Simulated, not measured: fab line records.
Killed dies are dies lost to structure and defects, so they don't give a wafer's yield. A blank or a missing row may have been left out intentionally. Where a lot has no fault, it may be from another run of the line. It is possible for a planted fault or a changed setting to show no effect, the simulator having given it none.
A struck lot beside a sound one || flow gf180mcu || 15 steps out of a route of 602
Sound: these wafers, L182.1, L182.3, L182.6. Struck: wafer L190.4. Last of all comes the cause.
Each step with rows lists, per side, the tool, then ch with its chambers, then its first start. Under that, the readings that differ: sound wafers || struck wafers || difference of the means || sigmas: that difference in standard deviations of wafers without a fault.
alike: same words and numbers on both sides, and readings whose means sit less than 2 such deviations apart. not compared: any withheld reading, any reading some wafer has no value for, any bound like >300 that may hide the same value, and any number with overlapping values for which the record gives no deviation.
The two part at a step that has a row with sigmas, a row that says differs or no value, or rows on one side only. Non-overlapping numbers with no deviation appear without sigmas and do not part them. A reading that every wafer of one side lacks parts them only if that side has two wafers or more.

first, 5 steps without rows for these wafers: GF_V3_COAT_09 (resist thk 1000 nm); GF_V3_SOFTBAKE_10 (time 60 s); GF_V3_EXPOSE_11 (exposes mask Via3, target cd 260 nm); GF_V3_PEB_12 (peb time 90 s); GF_V3_DEVELOP_13 (develop time 60 s).
GF_V3_CD_MEAS_14 targets a cd of 260 nm.
  sound on cd sem-02 at day 24 15:53; struck on cd sem-02 at day 27 01:46
{"reading": "cd nm (nm)", "sound": "258.8 259.9 258.7", "struck": 262.3, "difference": "+3.2", "sigmas": "+2"}
GF_V3_OVL_MEAS_15:
  sound on overlay-01 at day 24 16:01; struck on overlay-02 at day 27 01:50
  alike: V3_OVL
GF_V3_ETCH_16: etches BARC in N2/H2.
  sound on rie diel-04 ch 1,3, day 24 16:02; struck on rie diel-02 ch 2, day 27 01:52
{"reading": "throttle valve pct (%)", "sound": "13.229 13.212 13.217", "struck": 13.193, "difference": -0.026, "sigmas": -3}
  alike: drypump motor current A, oes product au
GF_V3_ETCH_17: etches SiO2 in C4F8/O2/Ar, stops on TiN, target depth 635 nm.
  sound on rie diel-04 ch 1,3; struck on rie diel-02 ch 2
{"reading": "oes product au (a.u.)", "sound": "0.848 0.856 0.861", "struck": 0.866, "difference": "+0.011", "sigmas": "+2"}
GF_V3_STRIP_18: strips in O2/N2.
  sound on plasma asher-02 ch 0,1, day 24 16:10; struck on plasma asher-04 ch 1, day 27 02:01
  alike: drypump motor current A, heater power w, oes product au
  not compared: rf hours counter h
then, 2 steps without rows for these wafers: GF_V3_STRIP_19 (strips in post etch residue remover, time 1200 s); GF_V3_CLEAN_20 (cleans in DIW).
GF_V3_SPUTTER_21: material Ti, target thk 15 nm, time 80.02 s.
  sound on pvd sputter-04 at day 24 16:43; struck on pvd sputter-02 at day 27 02:31
{"reading": "model.Ti_of_V3_SPUTTER_21.thk nm (nm)", "sound": "14.86 15.03 14.97", "struck": 17.21, "difference": "+2.26", "sigmas": ""}
  alike: throttle valve pct
GF_V3_SPUTTER_22: material TiN, target thk 10 nm, time 40 s.
  sound on pvd sputter-04 at day 24 16:46; struck on pvd sputter-02 at day 27 02:35
  alike: throttle valve pct
GF_PASSIVATION_PROBE_99:
  sound wafers here have rows in the record (prober-02, day 30 21:30); struck ones have none

== WHERE THEY PART ==
Last at GF_PASSIVATION_PROBE_99 as far as this record goes, first at GF_V3_CD_MEAS_14.

WHY: the cause the simulator had injected
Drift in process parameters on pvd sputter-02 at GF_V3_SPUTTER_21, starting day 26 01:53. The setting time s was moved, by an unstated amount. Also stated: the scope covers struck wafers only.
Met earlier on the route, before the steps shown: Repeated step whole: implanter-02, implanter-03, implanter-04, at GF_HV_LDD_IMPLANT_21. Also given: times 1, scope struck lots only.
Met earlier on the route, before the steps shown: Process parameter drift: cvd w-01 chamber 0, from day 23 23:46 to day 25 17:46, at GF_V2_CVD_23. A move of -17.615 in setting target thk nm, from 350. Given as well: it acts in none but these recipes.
